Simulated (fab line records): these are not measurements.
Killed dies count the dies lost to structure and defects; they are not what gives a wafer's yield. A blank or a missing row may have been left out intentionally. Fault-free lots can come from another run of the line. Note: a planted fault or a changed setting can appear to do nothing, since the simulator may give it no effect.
A struck lot beside a sound one	flow gf180mcu	19 steps out of a route of 602
Sound: the wafers L599.2, L599.4, L599.5. Wafers struck: L603.2, L603.5, L603.6. The cause comes at the end.
Per side, at each step with rows, come the tool, then ch with its chambers, and then its first start. Under that, the readings that differ: sound wafers	struck wafers	difference of the means	sigmas: that difference in standard deviations of wafers without a fault.
alike: same words and numbers on both sides, and readings whose means sit less than 2 such deviations apart. not compared: any withheld reading, any reading some wafer has no value for, any bound like >300 that may hide the same value, and any number with overlapping values for which the record gives no deviation.
The two part at a step that has a row with sigmas, a row that says differs or no value, or rows on one side only. Numbers that don't overlap but have no deviation are shown without sigmas and don't part them. Lack of a reading on every wafer of one side parts them only where that side has two or more wafers.

first, 1 step without rows for these wafers: GF_NSD_IMPLANT_10.
GF_NSD_STRIP_11: strips in O2/N2.
  sound on plasma_asher-01 ch 0, day 14 08:47; struck on plasma_asher-03 ch 0,1, day 15 17:25
  alike: drypump_motor_current_A, heater_power_w, oes_product_au, strip_time_to_endpoint_s
  not compared: rf_hours_counter_h
GF_NSD_TW_MEAS_12:
  sound on film_metro-02 at day 14 08:53; struck on film_metro-02 at day 15 17:32
  alike: NSD_TW
then, 7 steps without rows for these wafers: GF_PSD_DEHYDRATE_00 (time 60 s); GF_PSD_HMDS_01 (prime time 60 s); GF_PSD_COAT_02 (resist thk 1000 nm); GF_PSD_SOFTBAKE_03 (time 60 s); GF_PSD_EXPOSE_04 (exposes mask Pplus, target cd 400 nm); GF_PSD_PEB_05; GF_PSD_DEVELOP_06 (develop time 60 s).
GF_PSD_CD_MEAS_07: the cd target is 400 nm.
  sound on cd_sem-02 at day 15 06:04; struck on cd_sem-01 at day 16 15:35
  alike: cd_nm
GF_PSD_OVL_MEAS_08:
  sound on overlay-01 at day 15 06:10; struck on overlay-01 at day 16 15:41
reading	sound	struck	difference	sigmas
PSD_OVL (nm)	1.9 4.5 4.3	0.1 1.3 -1.9	-3.7	-3
GF_PSD_IMPLANT_09:
  sound on implanter-01 ch 0, day 15 06:14; struck on implanter-04 ch 0, day 16 15:45
reading	sound	struck	difference	sigmas
beam_energy_keV	39.985 39.982 39.980	31.496 31.496 31.507	-8.483	-99 or more
model.implant.rp_nm (nm)	30.94 30.94 30.94	24.84 24.84 24.84	-6.10	
model.implant.drp_nm (nm)	15.87 15.87 15.87	13.42 13.42 13.42	-2.45	
GF_PSD_STRIP_10: strips in O2/N2.
  sound on plasma_asher-01 ch 0,1, day 15 06:21; struck on plasma_asher-02 ch 0,1, day 16 15:52
reading	sound	struck	difference	sigmas
heater_power_w (W)	346 349 335	293 293 281	-54	-2
oes_product_au (a.u.)	0.588 0.583 0.585	0.616 0.617 0.609	+0.029	+6
strip_time_to_endpoint_s (s)	16.43 16.47 16.49	15.69 15.72 15.73	-0.75	-19
  alike: drypump_motor_current_A
  not compared: rf_hours_counter_h
GF_PSD_TW_MEAS_11:
  sound on film_metro-02 at day 15 06:28; struck on film_metro-01 at day 16 16:13
reading	sound	struck	difference	sigmas
PSD_TW	3175 3151 3185	2960 2966 2963	-207	-6
  not compared: hold
GF_PSD_RTA_13: time 20 s.
  sound on rtp_anneal-01 ch 0, day 15 06:35; struck on rtp_anneal-01 ch 0, day 16 21:16
  alike: lamp_power_pct, wafer_temp_C_max
GF_PSD_RS_MEAS_14: measures by four-point-probe.
  sound on film_metro-01 at day 15 06:40; struck on film_metro-02 at day 16 21:22
  alike: NSD_RS
GF_PSD_RS_MEAS_15: measures by four-point-probe.
  sound on film_metro-01 at day 15 06:47; struck on film_metro-02 at day 16 21:56
reading	sound	struck	difference	sigmas
PSD_RS (ohm/sq)	108.62 108.39 108.67	121.16 121.02 121.34	+12.61	+43
  not compared: hold
GF_SAB_CVD_00: deposits SiO2 from TEOS, target thk 50 nm, time 4.9302 s.
  sound on pecvd-03 ch 1,2, day 15 06:53; struck on pecvd-03 ch 1,2, day 17 00:08
reading	sound	struck	difference	sigmas
hold	- - -	await_dispo/2.1h/release await_dispo/2.1h/release await_dispo/2.1h/release	no value on the sound wafers	
  alike: heater_power_w

## WHERE THEY PART
At GF_PSD_OVL_MEAS_08 first; at GF_SAB_CVD_00 last (within this record only).

WHY: what the simulator had put in
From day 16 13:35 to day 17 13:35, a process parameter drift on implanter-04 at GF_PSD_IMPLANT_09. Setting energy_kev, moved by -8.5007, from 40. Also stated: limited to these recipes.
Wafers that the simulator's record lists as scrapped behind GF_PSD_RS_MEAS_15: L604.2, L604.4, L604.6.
